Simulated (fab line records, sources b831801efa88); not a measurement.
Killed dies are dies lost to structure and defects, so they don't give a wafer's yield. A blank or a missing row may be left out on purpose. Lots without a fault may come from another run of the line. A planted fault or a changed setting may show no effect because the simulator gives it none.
Which tool did it? | flow gf180mcu | 6 lots, 18 wafers sampled, at 3 steps of a route of 602

WHAT THE GAUGES READ, wafer by wafer
GF_PSD_RS_MEAS_15: measures by four-point-probe.
lot  | measured     | on            | PSD_RS (ohm/sq)
L828 | day 17 02:08 | film_metro-04 | 108.84 108.69 108.87
L834 | day 19 03:01 | film_metro-04 | 111.27 111.26 111.45
L842 | day 21 23:23 | film_metro-01 | 108.51 108.71 108.49
L844 | day 22 06:55 | film_metro-01 | 108.42 108.63 108.12
L846 | day 23 00:53 | film_metro-01 | 109.06 108.84 108.64
L848 | day 23 14:36 | film_metro-04 | 109.01 108.57 108.30

WHICH TOOL RAN EACH LOT (tool, then ch and the chambers of the sampled wafers, then the start)
lot  | GF_PSD_IMPLANT_09               | GF_PSD_STRIP_10
L828 | implanter-02 ch 0, day 17 01:34 | plasma_asher-02 ch 1, day 17 01:43
L834 | implanter-02 ch 0, day 19 02:27 | plasma_asher-02 ch 0,1, day 19 02:36
L842 | implanter-01 ch 0, day 21 22:49 | plasma_asher-01 ch 0,1, day 21 22:58
L844 | implanter-02 ch 0, day 22 06:21 | plasma_asher-02 ch 0,1, day 22 06:30
L846 | implanter-02 ch 0, day 23 00:19 | plasma_asher-01 ch 0,1, day 23 00:28
L848 | implanter-02 ch 0, day 23 14:02 | plasma_asher-02 ch 0,1, day 23 14:11
- GF_PSD_IMPLANT_09
- GF_PSD_STRIP_10: strips in O2/N2.

THE ANSWER, worked out from the rows above alone
Rule: what is usual is taken from the lots themselves. Put in order of their means at a reading, lots are off if they are a third of the lots or fewer, leave a main group of 4 or more, and stand apart from it by a gap of 3 or more times the standard deviation of the main group's means; of several such gaps the widest counts. A main group whose means are all the same, to the digits that the tables above print for the reading, isn't used. A lot without any number at a reading at which 4 lots or more have one is off too. The other lots that the step has rows for count as sound.
Off: L834, at GF_PSD_RS_MEAS_15 (PSD_RS). The main group: mean 108.65 ohm/sq, standard deviation 0.16.
A tool fits if, at a process step before that reading, it ran every lot that is off, and no sound lot after the first of them. The gauges at GF_PSD_RS_MEAS_15 are tried like those tools. None of those tried fits.

WHAT THE SIMULATOR HAD PUT IN
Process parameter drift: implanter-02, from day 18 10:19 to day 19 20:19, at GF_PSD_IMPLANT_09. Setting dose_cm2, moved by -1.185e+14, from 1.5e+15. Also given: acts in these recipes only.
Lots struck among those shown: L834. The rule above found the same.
